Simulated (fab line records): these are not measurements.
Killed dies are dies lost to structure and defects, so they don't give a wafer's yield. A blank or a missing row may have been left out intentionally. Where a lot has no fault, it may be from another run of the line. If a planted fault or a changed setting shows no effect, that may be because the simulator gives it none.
Problem report in the 8D (eight disciplines) form, filled by code / flow gf180mcu / the parts of the form that need people (team, actions taken, sign-off) are left out

== 1. WHAT WENT WRONG ==
Mean HV_LDD_CVD_54_THK at GF_HV_LDD_THK_MEAS_55: 12.73 nm over 9 wafers in 3 lots; fault-free wafers: 9.95 nm, standard deviation 0.14. That puts it +20 standard deviations away from the usual mean.
Earliest sighting: wafer L888.1 on film-metro-04 at day 14 10:03. The record has a number at this step for 36 wafers belonging to 12 lots. Rule for "out", or "out of limits": more than 4 standard deviations from the usual mean. The rest of the wafers with a number are treated as sound.

== 2. WHAT IT IS, WHAT IT ISN'T ==
question=which readings at this step | is=HV_LDD_CVD_54_THK | is not=-
question=which lots | is=L888, L889, L891 | is not=L884, L885, L898, L899, L900, L901, L902, L903, L904
question=which wafers of those lots | is=all that have a number | is not=-
question=read on which gauges | is=film-metro-03, film-metro-04 | is not=film-metro-01
question=when | is=from day 14 10:03 | is not=up to then (6 sound wafers); but 21 sound wafers of L898, L899, L900, L901, L902, L903, L904 came after

== 3. SUSPECTS, AND WHAT RULES EACH OUT ==
Counting: a tool at any process step up to the reading remains a suspect when it ran all the lots that are out and ran no sound lot after the first of those.
- ruled out: the gauge at GF_HV_LDD_THK_MEAS_55. 2 gauges (film-metro-03, film-metro-04) read the wafers that are out.
- lpcvd-02 at GF_HV_LDD_CVD_54 (deposits SiO2 from TEOS, target thk 10 nm, time 75 s): ruled out as a lasting fault. The sound lots L898, L899, L901, L904 went through it after L888, its earliest lot that is out (day 14 09:02).
Left after counting: nothing in the record.

== 4. THE CAUSE (what the simulator had put in) ==
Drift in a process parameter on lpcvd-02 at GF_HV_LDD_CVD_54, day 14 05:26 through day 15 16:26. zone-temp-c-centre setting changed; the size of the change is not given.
Counting ruled it out, wrongly: the rule takes a fault to strike every lot that its tool runs from its start on, and this one did not.

== 5. THE EFFECT CHAIN, in route order ==
Rows list readings where the struck wafers' mean (over those with a number) sits beyond 3 standard deviations from the usual. Scope: only readings with a usual standard deviation given in the record; hours: median across lots of the time from each lot's start at the first step in this table that gives one to its start at this step; sigmas: change in usual standard deviations.
hours=0; step=GF_HV_LDD_CVD_54; reading=spike-tc-centre-C; usual=681.0 C; on struck wafers=712.8; change=+31.8; sigmas=+23
hours=0; step=GF_HV_LDD_CVD_54; reading=spike-tc-lower-C; usual=680.3 C; on struck wafers=675.8; change=-4.5; sigmas=-4.7
hours=0; step=GF_HV_LDD_CVD_54; reading=spike-tc-upper-C; usual=680.6 C; on struck wafers=676.1; change=-4.5; sigmas=-4.1
hours=0; step=GF_HV_LDD_CVD_54; reading=zone-power-centre-pct; usual=11.5 %; on struck wafers=18.9; change=+7.4; sigmas=+11
hours=0; step=GF_HV_LDD_CVD_54; reading=zone-power-upper-pct; usual=10.3 %; on struck wafers=7.2; change=-3.1; sigmas=-5.7
hours=1; step=GF_HV_LDD_THK_MEAS_55; reading=HV_LDD_CVD_54_THK; usual=9.95 nm; on struck wafers=12.73; change=+2.78; sigmas=+20
Its process steps:
- GF_HV_LDD_CVD_54: deposits SiO2 from TEOS, target thk 10 nm, time 75 s.
Later steps that measure or inspect, where all struck wafers having a row at the step show a number for every such reading and not one has moved that far: GF_SAB_THK_MEAS_01.

== 6. HOW IT WOULD HAVE BEEN CAUGHT EARLIER ==
The first out-of-limits reading at a measuring or inspecting step in this record came at day 14 10:03, 5 hours after the fault's start at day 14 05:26.
The tool's own readings at GF_HV_LDD_CVD_54 were out on every struck wafer that the step has a row for (spike-tc-centre-C, zone-power-centre-pct, zone-power-upper-pct): an alarm limit on them would have fired on the first of those.
